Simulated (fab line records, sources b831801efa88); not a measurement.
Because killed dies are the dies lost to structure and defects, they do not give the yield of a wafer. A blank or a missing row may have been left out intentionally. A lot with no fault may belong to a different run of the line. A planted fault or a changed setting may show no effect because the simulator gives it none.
fab line records	flow sky130
record: lots: 12	wafers: 36	last-day: 50
route steps=708 shown GATE_OXIDE@201 LDD_N@253 SPACER@306 POLY_CUT@315 PAD_OPEN@708
lots that met no fault: from a run of the same line without faults
start-h: hours from the record's opening day to when the first of the lot's shown wafers began	wait-h: time in hours since the lot's previous step	" unchanged from the row above	L1.1+2: several wafers, shown together as one row	- no value, or no start was given	* or withheld: withheld	< > ~ a bound
route shown NAME@n: names a module that has steps shown in the file, with the first one's number in the route	usual: mean/standard deviation of fault-free wafers	same: alike in all rows	chamber/n: place in a boat	sites: readings site by site	_std_site: the standard deviation of these	_edge_site: the outer-site mean with the inner-site mean subtracted	radius-mm: how far each site lies from the wafer's centre	mask NAME#n: copy n	behind: the last tool/chamber to shape the wafer	hold: what put the lot on hold/how long, in hours/how the hold closed	device: transistor that didn't switch, given as n, p or np	end of line: tests of these same wafers at the route's end	where a step has no rows: the recipe by itself	killed: the dies lost at the first sort to structure and to defects; this is not the yield of the wafer	map: a wafer's dies, marking killed ones x, the rest . and places with no die _
set.NAME: the run value of the setting; set.NAME@STEP: its run value at that earlier step	model.NAME: the simulator's own value behind a step, which no gauge read
one table for each step of the route and one row for each wafer, over a sample of lots
services: from which hour (start-h, from the record's first day; less than 0 if before it) a tool's chamber was out of use, for how many hours, and why
== steps ==
step: SKY_GATE_OXIDE_TW_MEAS_14
usual: GATE_OXIDE_TW: 224.6/1.9
lot.wafer	tool	chamber	start-h	wait-h	GATE_OXIDE_TW
L875.2	film-metro-02	-	319.10	0.1	225.8
L875.3	"	-	"	"	226.4
L875.6	"	-	"	"	225.4
L876.2	film-metro-01	-	335.48	0.1	224.7
L876.3	"	-	"	"	223.5
L876.5	"	-	"	"	223.7
L877.4	film-metro-02	-	347.27	0.1	226.2
L877.5	"	-	"	"	226.5
L877.6	"	-	"	"	226.0
L878.1	film-metro-04	-	357.94	0.1	226.6
L878.2	"	-	"	"	226.2
L878.5	"	-	"	"	226.2
L882.1	film-metro-02	-	384.10	0.1	225.8
L882.5	"	-	"	"	227.4
L882.6	"	-	"	"	227.0
L883.2	film-metro-02	-	398.15	0.1	225.5
L883.3	"	-	"	"	226.7
L883.4	"	-	"	"	226.2
L884.1	film-metro-02	-	412.20	0.1	224.2
L884.4	"	-	"	"	225.6
L884.6	"	-	"	"	225.7
L885.2	film-metro-04	-	412.20	0.1	221.0
L885.3	"	-	"	"	221.1
L885.6	"	-	"	"	222.7
L893.3	film-metro-02	-	475.71	0.1	225.1
L893.4	"	-	"	"	225.4
L893.5	"	-	"	"	222.9
L894.3	film-metro-04	-	487.56	0.1	221.3
L894.5	"	-	"	"	221.6
L894.6	"	-	"	"	222.1
L895.1	film-metro-04	-	511.56	0.1	222.0
L895.3	"	-	"	"	222.7
L895.5	"	-	"	"	223.0
L896.1	film-metro-02	-	512.20	0.1	224.2
L896.5	"	-	"	"	225.0
L896.6	"	-	"	"	224.8
step: SKY_LDD_N_STRIP_16
recipe: chemistry: O2/N2	power-w: 1400	pressure-mtorr: 1500	platen-temp-c: withheld	o2-flow-sccm: 3000	n2-flow-sccm: 300	overash-fraction: 0.5
usual: drypump-motor-current-A: 5.8/0.44	oes-product-au: 0.407/0.0046	strip-time-to-endpoint-s: 4.315/0.015
lot.wafer	tool	chamber	start-h	wait-h	drypump-motor-current-A	oes-product-au	rf-hours-counter-h	strip-time-to-endpoint-s
L875.2	plasma-asher-01	1	416.17	0.1	6.2	0.402	74	4.286
L875.3	"	1	"	"	6.3	0.412	-	4.296
L875.6	"	1	"	"	6.3	0.406	-	4.293
L877.4	plasma-asher-02	0	448.03	0.1	5.9	0.415	-	4.289
L877.5	"	1	"	"	5.6	0.407	-	4.295
L877.6	"	0	"	"	5.9	0.399	-	4.294
L876.2	plasma-asher-04	0	450.79	0.1	5.4	0.409	33	4.294
L876.3	"	1	"	"	6.7	0.409	-	4.280
L876.5	"	1	"	"	6.6	0.402	-	4.294
L878.1	plasma-asher-04	1	454.52	0.1	6.6	0.404	34	4.317
L878.2	"	0	"	"	5.4	0.409	34	4.330
L878.5	"	1	"	"	6.6	0.408	-	4.333
L882.1	plasma-asher-02	0	483.34	0.1	5.9	0.417	80	4.312
L882.5	"	0	"	"	5.9	0.410	-	4.340
L882.6	"	1	"	"	5.6	0.409	-	4.315
L883.2	plasma-asher-02	1	510.37	0.1	5.6	0.409	83	4.295
L883.3	"	0	"	"	5.9	0.406	-	4.304
L883.4	"	1	"	"	5.6	0.403	-	4.308
L885.2	plasma-asher-02	0	514.90	0.1	5.9	0.410	84	4.330
L885.3	"	0	"	"	5.9	0.409	-	4.297
L885.6	"	0	"	"	5.9	0.410	-	4.319
L884.1	plasma-asher-02	0	515.20	0.1	5.9	0.407	84	4.327
L884.4	"	1	"	"	5.6	0.404	-	4.335
L884.6	"	0	"	"	5.9	0.402	-	4.336
L893.3	plasma-asher-04	1	572.22	0.1	6.7	0.406	-	4.343
L893.4	"	0	"	"	5.3	0.406	-	4.338
L893.5	"	1	"	"	6.6	0.400	-	4.331
L894.3	plasma-asher-02	1	584.68	0.1	5.6	0.408	-	4.306
L894.5	"	1	"	"	5.6	0.411	-	4.312
L894.6	"	0	"	"	5.9	0.412	-	4.315
L895.1	plasma-asher-02	1	607.40	0.1	5.6	0.403	93	4.321
L895.3	"	0	"	"	5.9	0.410	-	4.334
L895.5	"	0	"	"	5.9	0.406	-	4.329
L896.1	plasma-asher-01	0	609.64	0.1	5.3	0.392	15	4.305
L896.5	"	0	"	"	5.3	0.406	-	4.323
L896.6	"	1	"	"	6.2	0.401	-	4.314
step: SKY_SPACER_ETCHBACK_02
recipe: chemistry: CH3F/O2	target: Si3N4	stop-on: SiO2	source-w: 400	bias-w: 80	pressure-mtorr: 25	ch3f-flow-sccm: 40	O2_flow_sccm: 30	time-s: 46.7	target-depth-a: 450
usual: O2_flow_sccm: 29.99/0.096	bias-w: 80.02/0.28	drypump-motor-current-A: 5.7/0.59	oes-product-au: 0.854/0.0066	throttle-valve-pct: 10.561/0.009
lot.wafer	tool	chamber	start-h	wait-h	O2_flow_sccm	bias-w	drypump-motor-current-A	oes-product-au	rf-hours-counter-h	throttle-valve-pct
L875.2	rie-diel-01	0	539.84	0.0	30.22	79.96	6.5	0.847	10	10.557
L875.3	"	1	"	"	29.96	79.93	5.0	0.852	81	10.547
L875.6	"	2	"	"	29.92	79.78	6.4	0.853	-	10.563
L877.4	rie-diel-04	1	569.72	0.0	29.95	80.13	5.7	0.840	5	10.578
L877.5	"	2	"	"	30.07	79.80	4.9	0.861	-	10.549
L877.6	"	1	"	"	30.01	80.09	5.7	0.855	-	10.571
L876.2	rie-diel-04	1	572.47	0.0	29.95	80.42	5.7	0.858	5	10.549
L876.3	"	3	"	"	29.92	79.96	5.6	0.856	13	10.575
L876.5	"	2	"	"	30.12	80.11	4.9	0.861	-	10.558
L878.1	rie-diel-03	2	578.97	0.1	29.99	80.18	5.4	0.859	23	10.557
L878.2	"	0	"	"	30.06	80.10	5.7	0.867	7	10.557
L878.5	"	1	"	"	30.04	80.06	6.2	0.862	-	10.554
L882.1	rie-diel-04	1	609.11	0.1	30.03	79.86	5.7	0.855	6	10.563
L882.5	"	2	"	"	29.89	80.37	4.9	0.859	-	10.557
L882.6	"	1	"	"	29.94	79.84	5.7	0.868	-	10.562
L883.2	rie-diel-03	0	630.59	0.0	-	-	-	-	-	-
L883.3	"	1	"	"	-	-	-	-	-	-
L883.4	"	3	"	"	-	-	-	-	-	-
L884.1	rie-diel-03	2	636.17	0.1	-	-	-	-	-	-
L884.4	"	0	"	"	-	-	-	-	-	-
L884.6	"	3	"	"	-	-	-	-	-	-
L885.2	rie-diel-01	0	636.17	0.0	-	-	-	-	-	-
L885.3	"	3	"	"	-	-	-	-	-	-
L885.6	"	3	"	"	-	-	-	-	-	-
L893.3	rie-diel-03	1	691.42	0.0	30.01	79.69	6.2	0.857	7	10.554
L893.4	"	3	"	"	29.89	80.02	6.5	0.855	15	10.567
L893.5	"	1	"	"	29.95	80.00	6.2	0.849	-	10.564
L894.3	rie-diel-04	1	704.69	0.0	30.10	80.29	5.8	0.849	8	10.564
L894.5	"	1	"	"	29.94	80.03	5.7	0.855	-	10.554
L894.6	"	2	"	"	29.84	80.42	4.9	0.847	-	10.553
L895.1	rie-diel-01	1	725.02	0.1	29.90	80.22	5.0	0.856	4	10.570
L895.3	"	0	"	"	29.87	80.54	6.4	0.848	15	10.549
L895.5	"	1	"	"	29.78	80.07	5.0	0.852	-	10.557
L896.1	rie-diel-01	1	728.97	0.1	30.05	80.02	5.0	0.846	4	10.561
L896.5	"	1	"	"	29.93	79.97	5.0	0.850	-	10.573
L896.6	"	2	"	"	29.93	79.89	6.4	0.861	-	10.568
step: SKY_POLY_CUT_CD_MEAS_08
recipe: target-cd-nm: 270
usual: cd-nm: 269.6/1.5
lot.wafer	tool	chamber	start-h	wait-h	cd-nm
L875.2	cd-sem-01	-	568.72	-	270.7
L875.3	"	-	"	"	271.0
L875.6	"	-	"	"	269.6
L877.4	cd-sem-01	-	599.76	-	268.4
L877.5	"	-	"	"	268.2
L877.6	"	-	"	"	268.4
L876.2	cd-sem-02	-	601.92	-	271.0
L876.3	"	-	"	"	271.3
L876.5	"	-	"	"	270.6
L878.1	cd-sem-02	-	608.36	-	269.3
L878.2	"	-	"	"	268.7
L878.5	"	-	"	"	269.5
L882.1	cd-sem-01	-	638.00	-	268.2
L882.5	"	-	"	"	268.8
L882.6	"	-	"	"	267.7
L893.3	cd-sem-01	-	720.30	-	270.5
L893.4	"	-	"	"	269.8
L893.5	"	-	"	"	270.2
L894.3	cd-sem-02	-	732.55	-	269.7
L894.5	"	-	"	"	269.3
L894.6	"	-	"	"	270.6
L895.1	cd-sem-01	-	751.96	-	270.4
L895.3	"	-	"	"	269.4
L895.5	"	-	"	"	270.0
L896.1	cd-sem-01	-	756.96	-	270.5
L896.5	"	-	"	"	268.7
L896.6	"	-	"	"	269.1
step: SKY_PAD_OPEN_PROBE_99
usual: killed_at_M0_to_M3: 42/6.4	killed_at_M4_up: 3.2/1.9	killed-at-contacts: 24/4.8	killed-at-front-end: 16/4.4	killed-at-other: 0.3/0.55	killed-dies: 86/8.6	killed-on-rim: 17/3.5	killed-open: 46/6.6	killed-short: 39/5.7
same: gross-dies: 492	killed-at-back-side: 0
lot.wafer	tool	chamber	start-h	wait-h	hold	killed_at_M0_to_M3	killed_at_M4_up	killed-at-contacts	killed-at-front-end	killed-at-other	killed-dies	killed-on-rim	killed-open	killed-short
L875.2	prober-01	-	1082.83	0.1	-	51	5	16	24	0	96	20	48	48
L875.3	prober-01	-	1082.88	0.2	-	42	5	20	34	0	101	16	54	47
L875.6	prober-01	-	1083.03	0.2	-	49	4	19	19	0	91	17	46	45
L877.4	prober-01	-	1104.00	0.2	-	40	2	28	14	0	84	18	51	33
L877.5	prober-01	-	1104.05	0.2	-	44	3	27	16	1	91	18	47	44
L877.6	prober-01	-	1104.10	0.2	-	43	2	19	13	0	77	17	37	40
L876.2	prober-02	-	1106.00	0.1	-	38	3	24	17	0	82	12	43	39
L876.3	prober-02	-	1106.05	0.2	-	37	4	21	16	1	79	17	48	30
L876.5	prober-02	-	1106.15	0.2	-	48	3	25	17	1	94	16	48	45
L878.1	prober-01	-	1112.68	0.1	-	40	7	20	15	0	82	18	40	40
L878.2	prober-01	-	1112.73	0.1	-	50	5	31	12	0	98	19	51	45
L878.5	prober-01	-	1112.88	0.2	-	38	3	19	17	1	78	16	41	34
L882.1	prober-01	-	1132.44	0.1	-	30	2	24	18	1	75	14	36	39
L882.5	prober-01	-	1132.64	0.2	-	31	1	22	23	1	78	20	36	40
L882.6	prober-01	-	1132.69	0.2	-	33	2	31	22	2	90	21	47	41
L883.2	prober-02	-	1143.83	0.1	await-dispo/4.4h/scrap	41	3	21	427	0	492	96	35	46
L883.3	prober-02	-	1143.88	0.2	await-dispo/4.4h/scrap	38	1	20	433	0	492	96	46	34
L883.4	prober-02	-	1143.93	0.2	await-dispo/4.4h/scrap	54	5	29	404	0	492	96	58	42
L885.2	prober-01	-	1146.35	0.1	await-dispo/3.4h/scrap	35	4	20	432	1	492	96	46	28
L885.3	prober-01	-	1146.40	0.2	await-dispo/3.4h/scrap	54	0	25	412	1	492	96	61	35
L885.6	prober-01	-	1146.55	0.2	await-dispo/3.4h/scrap	47	5	32	408	0	492	96	44	53
L884.1	prober-02	-	1150.48	0.1	await-dispo/1.9h/scrap	37	4	28	423	0	492	96	52	31
L884.4	prober-02	-	1150.63	0.2	await-dispo/1.9h/scrap	34	4	28	426	0	492	96	38	40
L884.6	prober-02	-	1150.73	0.2	await-dispo/1.9h/scrap	40	2	27	423	0	492	96	47	42
L893.3	prober-01	-	1182.80	0.2	-	33	9	22	20	0	84	15	47	37
L893.4	prober-01	-	1182.85	0.2	-	47	1	21	15	1	85	19	51	34
L893.5	prober-01	-	1182.90	0.2	-	41	5	21	15	0	82	11	40	42
L894.3	prober-02	-	1191.67	0.2	-	42	4	27	18	1	92	20	58	34
L894.5	prober-02	-	1191.77	0.2	-	51	2	18	19	1	91	16	47	44
L894.6	prober-02	-	1191.82	0.2	-	44	2	18	19	0	83	16	49	34
L895.1	prober-02	-	1200.17	0.1	-	45	5	28	21	0	99	25	51	45
L895.3	prober-02	-	1200.27	0.2	-	43	3	29	11	0	86	15	44	41
L895.5	prober-02	-	1200.37	0.2	-	55	1	21	14	0	91	20	52	39
L896.1	prober-01	-	1205.04	0.1	-	47	1	27	10	0	85	16	44	40
L896.5	prober-01	-	1205.24	0.2	-	42	4	15	15	0	76	11	39	37
L896.6	prober-01	-	1205.29	0.2	-	32	4	24	10	0	70	21	36	34
killed by level:class
L875.2 VIA1:geometric-particle:open=14 VIA2:geometric-particle:open=11 POLY_GATE:geometric-particle:short=7 FIELD_ISO:geometric-particle:short=6 VIA3:geometric-particle:open=6 METAL4:geometric-particle:short=5 LI_CONTACT:geometric-particle:open=5 METAL1:geometric-particle:short=5
L875.3 VIA1:geometric-particle:open=15 FIELD_ISO:geometric-particle:short=13 FIELD_ISO:geometric-particle:open=10 VIA2:geometric-particle:open=8 POLY_GATE:geometric-particle:open=7 CONTACT:geometric-particle:short=6 VIA1:geometric-particle:short=6 CONTACT:geometric-particle:open=5
L875.6 VIA1:geometric-particle:open=15 VIA1:geometric-particle:short=9 VIA2:geometric-particle:open=9 FIELD_ISO:geometric-particle:open=6 CONTACT:geometric-particle:open=6 CONTACT:geometric-particle:short=6 METAL2:geometric-particle:short=6 FIELD_ISO:geometric-particle:short=4
L877.4 CONTACT:geometric-particle:open=11 VIA3:geometric-particle:open=10 VIA2:geometric-particle:open=9 FIELD_ISO:geometric-particle:open=6 LOCAL_INTERCONNECT:geometric-particle:short=6 METAL2:geometric-particle:short=6 LI_CONTACT:geometric-particle:open=5 FIELD_ISO:geometric-particle:short=4
L877.5 POLY_GATE:geometric-particle:open=8 LI_CONTACT:geometric-particle:open=8 VIA1:geometric-particle:open=8 CONTACT:geometric-particle:open=7 METAL2:geometric-particle:short=7 VIA2:geometric-particle:open=7 VIA1:geometric-particle:short=6 LOCAL_INTERCONNECT:geometric-particle:short=5
L877.6 METAL2:geometric-particle:short=8 METAL3:geometric-particle:short=8 CONTACT:geometric-particle:open=7 METAL1:geometric-particle:short=7 VIA1:geometric-particle:open=5 VIA3:geometric-particle:open=5 FIELD_ISO:geometric-particle:open=4 LI_CONTACT:geometric-particle:open=4
L876.2 CONTACT:geometric-particle:open=12 VIA1:geometric-particle:open=7 METAL3:geometric-particle:short=6 VIA2:geometric-particle:open=6 FIELD_ISO:geometric-particle:open=5 POLY_GATE:geometric-particle:short=5 LI_CONTACT:geometric-particle:open=5 METAL1:geometric-particle:short=5
L876.3 VIA1:geometric-particle:open=13 CONTACT:geometric-particle:open=11 VIA2:geometric-particle:open=8 VIA3:geometric-particle:open=6 POLY_GATE:geometric-particle:short=5 FIELD_ISO:geometric-particle:short=4 LI_CONTACT:geometric-particle:open=4 CONTACT:geometric-particle:short=4
L876.5 METAL2:geometric-particle:short=12 CONTACT:geometric-particle:open=10 VIA1:geometric-particle:open=9 LI_CONTACT:geometric-particle:open=9 FIELD_ISO:geometric-particle:open=6 METAL1:geometric-particle:short=5 VIA2:geometric-particle:short=5 VIA3:geometric-particle:open=5
L878.1 VIA3:geometric-particle:open=9 CONTACT:geometric-particle:open=7 VIA1:geometric-particle:open=7 METAL2:geometric-particle:short=6 VIA2:geometric-particle:open=6 FIELD_ISO:geometric-particle:short=4 POLY_GATE:geometric-particle:short=4 METAL4:geometric-particle:short=4
L878.2 CONTACT:geometric-particle:open=11 VIA1:geometric-particle:open=11 LOCAL_INTERCONNECT:geometric-particle:short=10 METAL1:geometric-particle:short=10 METAL2:geometric-particle:short=9 VIA2:geometric-particle:open=7 LI_CONTACT:geometric-particle:open=5 POLY_GATE:geometric-particle:open=4
L878.5 LI_CONTACT:geometric-particle:open=8 VIA3:geometric-particle:open=6 METAL1:geometric-particle:short=5 VIA1:geometric-particle:short=5 VIA1:geometric-particle:open=5 VIA2:geometric-particle:open=5 FIELD_ISO:geometric-particle:short=4 FIELD_ISO:geometric-particle:open=4
L882.1 CONTACT:geometric-particle:open=9 LI_CONTACT:geometric-particle:open=6 FIELD_ISO:geometric-particle:short=5 VIA3:geometric-particle:open=5 POLY_GATE:geometric-particle:short=4 VIA2:geometric-particle:open=4 METAL2:geometric-particle:short=4 METAL3:geometric-particle:short=4
L882.5 FIELD_ISO:geometric-particle:open=7 CONTACT:geometric-particle:open=7 VIA2:geometric-particle:short=6 FIELD_ISO:geometric-particle:short=5 VIA1:geometric-particle:open=5 LI_CONTACT:geometric-particle:open=4 LOCAL_INTERCONNECT:geometric-particle:short=4 CONTACT:geometric-particle:short=4
L882.6 CONTACT:geometric-particle:open=13 METAL2:geometric-particle:short=8 VIA1:geometric-particle:open=8 FIELD_ISO:geometric-particle:open=6 LI_CONTACT:geometric-particle:open=6 CONTACT:geometric-particle:short=5 METAL1:geometric-particle:short=5 FIELD_ISO:geometric-particle:short=4
L883.2 SPACER:area-etchback=411 VIA1:geometric-particle:short=7 CONTACT:geometric-particle:open=6 METAL1:geometric-particle:short=6 VIA3:geometric-particle:short=6 POLY_GATE:geometric-particle:short=5 LI_CONTACT:geometric-particle:short=5 LOCAL_INTERCONNECT:geometric-particle:short=5
L883.3 SPACER:area-etchback=412 VIA1:geometric-particle:open=12 CONTACT:geometric-particle:open=9 FIELD_ISO:geometric-particle:short=6 METAL1:geometric-particle:short=6 LI_CONTACT:geometric-particle:open=6 POLY_GATE:geometric-particle:open=5 METAL2:geometric-particle:short=5
L883.4 SPACER:area-etchback=392 VIA1:geometric-particle:open=13 CONTACT:geometric-particle:open=12 VIA2:geometric-particle:open=11 METAL2:geometric-particle:short=8 LI_CONTACT:geometric-particle:open=7 VIA3:geometric-particle:open=7 METAL1:geometric-particle:short=6
L885.2 SPACER:area-etchback=417 VIA1:geometric-particle:open=13 CONTACT:geometric-particle:open=7 LI_CONTACT:geometric-particle:open=5 METAL2:geometric-particle:short=5 FIELD_ISO:geometric-particle:open=4 VIA3:geometric-particle:open=4 FIELD_ISO:geometric-particle:short=3
L885.3 SPACER:area-etchback=395 VIA1:geometric-particle:open=14 CONTACT:geometric-particle:open=12 VIA2:geometric-particle:open=8 POLY_GATE:geometric-particle:open=7 VIA1:geometric-particle:short=5 VIA3:geometric-particle:open=4 LI_CONTACT:geometric-particle:open=4
L885.6 SPACER:area-etchback=395 CONTACT:geometric-particle:open=9 LI_CONTACT:geometric-particle:open=8 VIA3:geometric-particle:open=8 LOCAL_INTERCONNECT:geometric-particle:short=7 CONTACT:geometric-particle:short=7 VIA1:geometric-particle:open=7 METAL1:geometric-particle:short=6
L884.1 SPACER:area-etchback=409 CONTACT:geometric-particle:open=14 VIA2:geometric-particle:open=11 VIA1:geometric-particle:open=8 LI_CONTACT:geometric-particle:open=7 FIELD_ISO:geometric-particle:open=6 METAL1:geometric-particle:short=6 METAL4:geometric-particle:short=4
L884.4 SPACER:area-etchback=414 VIA1:geometric-particle:open=9 CONTACT:geometric-particle:short=8 LI_CONTACT:geometric-particle:open=6 LOCAL_INTERCONNECT:geometric-particle:short=5 VIA2:geometric-particle:open=5 FIELD_ISO:geometric-particle:open=4 VIA1:geometric-particle:short=4
L884.6 SPACER:area-etchback=403 CONTACT:geometric-particle:open=10 VIA1:geometric-particle:open=10 VIA2:geometric-particle:open=8 FIELD_ISO:geometric-particle:short=7 LI_CONTACT:geometric-particle:open=7 LOCAL_INTERCONNECT:geometric-particle:short=6 VIA3:geometric-particle:open=6
L893.3 VIA1:geometric-particle:open=11 CONTACT:geometric-particle:open=9 LI_CONTACT:geometric-particle:open=6 METAL4:geometric-particle:short=6 POLY_GATE:geometric-particle:short=5 METAL2:geometric-particle:short=5 VIA3:geometric-particle:open=5 FIELD_ISO:geometric-particle:open=4
L893.4 VIA3:geometric-particle:open=11 CONTACT:geometric-particle:open=10 METAL1:geometric-particle:short=8 VIA1:geometric-particle:open=7 LI_CONTACT:geometric-particle:open=7 FIELD_ISO:geometric-particle:short=6 METAL2:geometric-particle:short=5 SPACER:geometric-particle:open=3
L893.5 VIA1:geometric-particle:open=11 FIELD_ISO:geometric-particle:short=8 METAL2:geometric-particle:short=8 VIA3:geometric-particle:open=8 LI_CONTACT:geometric-particle:open=5 LI_CONTACT:geometric-particle:short=4 LOCAL_INTERCONNECT:geometric-particle:short=4 CONTACT:geometric-particle:open=4
L894.3 CONTACT:geometric-particle:open=12 VIA1:geometric-particle:open=11 FIELD_ISO:geometric-particle:open=6 LI_CONTACT:geometric-particle:open=6 VIA2:geometric-particle:open=6 POLY_GATE:geometric-particle:open=5 METAL2:geometric-particle:short=5 VIA3:geometric-particle:open=4
L894.5 VIA1:geometric-particle:open=8 VIA3:geometric-particle:short=7 CONTACT:geometric-particle:short=7 CONTACT:geometric-particle:open=7 VIA2:geometric-particle:open=7 FIELD_ISO:geometric-particle:short=6 VIA1:geometric-particle:short=6 FIELD_ISO:geometric-particle:open=5
L894.6 VIA1:geometric-particle:open=12 FIELD_ISO:geometric-particle:open=6 CONTACT:geometric-particle:open=6 VIA2:geometric-particle:open=6 VIA1:geometric-particle:short=5 VIA3:geometric-particle:open=5 FIELD_ISO:geometric-particle:short=4 LI_CONTACT:geometric-particle:open=4
L895.1 CONTACT:geometric-particle:open=11 VIA1:geometric-particle:open=10 LI_CONTACT:geometric-particle:open=8 VIA2:geometric-particle:open=8 FIELD_ISO:geometric-particle:short=6 METAL1:geometric-particle:short=6 METAL2:geometric-particle:short=5 FIELD_ISO:geometric-particle:open=4
L895.3 LI_CONTACT:geometric-particle:open=12 VIA1:geometric-particle:open=9 METAL2:geometric-particle:short=7 METAL1:geometric-particle:short=5 CONTACT:geometric-particle:open=5 VIA1:geometric-particle:short=5 VIA3:geometric-particle:short=5 LI_CONTACT:geometric-particle:short=4
L895.5 CONTACT:geometric-particle:open=11 VIA2:geometric-particle:open=10 METAL2:geometric-particle:short=8 VIA1:geometric-particle:open=7 VIA3:geometric-particle:open=7 FIELD_ISO:geometric-particle:short=5 METAL2:geometric-particle:open=5 LI_CONTACT:geometric-particle:open=5
L896.1 VIA1:geometric-particle:short=13 CONTACT:geometric-particle:open=12 VIA1:geometric-particle:open=10 METAL2:geometric-particle:short=8 LI_CONTACT:geometric-particle:open=5 LOCAL_INTERCONNECT:geometric-particle:short=5 VIA2:geometric-particle:open=5 VIA3:geometric-particle:open=4
L896.5 VIA1:geometric-particle:open=8 CONTACT:geometric-particle:open=7 METAL1:geometric-particle:short=7 POLY_GATE:geometric-particle:open=6 METAL2:geometric-particle:short=5 VIA1:geometric-particle:short=5 LI_CONTACT:geometric-particle:open=4 VIA3:geometric-particle:open=4
L896.6 VIA1:geometric-particle:open=7 CONTACT:geometric-particle:open=6 FIELD_ISO:geometric-particle:short=5 LI_CONTACT:geometric-particle:short=5 LI_CONTACT:geometric-particle:open=5 VIA2:geometric-particle:open=5 METAL2:geometric-particle:short=5 VIA3:geometric-particle:open=5
== services ==
tool	chamber	start-h	hours	kind
plasma-asher-01	-	421.25	9.0	pm
plasma-asher-01	-	430.25	28.1	pm
rie-diel-01	-	430.84	1.1	repair
rie-diel-04	-	430.99	0.2	repair
rie-diel-04	2	435.99	21.6	repair
plasma-asher-01	-	453.58	1.9	repair
rie-diel-03	-	454.64	0.5	repair
rie-diel-01	-	475.73	2.6	repair
plasma-asher-04	-	479.01	18.1	repair
rie-diel-03	-	480.48	0.1	repair
plasma-asher-01	-	483.58	2.6	repair
rie-diel-01	3	519.91	4.6	repair
rie-diel-03	2	525.76	6.1	repair
rie-diel-03	3	549.47	6.7	repair
rie-diel-01	0	598.97	1.4	repair
rie-diel-03	1	605.62	8.5	repair
plasma-asher-04	-	624.56	5.9	repair
plasma-asher-04	-	653.97	2.2	repair
plasma-asher-02	-	670.67	3.7	repair
plasma-asher-02	-	674.76	6.2	repair
plasma-asher-04	-	702.46	1.8	repair
rie-diel-04	1	717.12	14.5	repair
plasma-asher-02	-	717.25	1.3	repair
rie-diel-04	3	722.26	1.4	repair
== key ==
first-sign: step: SKY_SPACER_ETCHBACK_02	reading: tool-record	direction: missing
effect: step: SKY_PAD_OPEN_PROBE_99	reading: killed-at-front-end	direction: up	sigmas: 93	usual: 16	struck: 421
more-kills-born-at: SKY_SPACER_ETCHBACK_02@rie-diel-03: 2439	SKY_SPACER_ETCHBACK_02@rie-diel-01: 1206
met-at SKY_SPACER_ETCHBACK_02
struck-lots L883,L884,L885
later-rows-left-out L883.2,L883.3,L883.4,L884.1,L884.4,L884.6,L885.2,L885.3,L885.6
tester-left-out L883,L884,L885
not-acting-at SKY_GATE_OXIDE_TW_MEAS_14,SKY_LDD_N_STRIP_16,SKY_POLY_CUT_CD_MEAS_08
onset-between 578.97 630.59
fault: kind: skipped-step-whole	tool: rie-diel-01,rie-diel-03	chamber: -	onset-h: 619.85	steps: SKY_SPACER_ETCHBACK_02	scope: struck-lots-only
tester-left-out: of these lots the tester's yield and bins aren't shown, on N5 and GAA mostly nor the transistor test; their killed dies are dies lost to structure and defects alone, not to doping, threshold or leakage, so they don't give the yield
later-rows-left-out: the simulator's readings of these wafers behind a module that went badly wrong aren't trusted and aren't shown, but for the sort
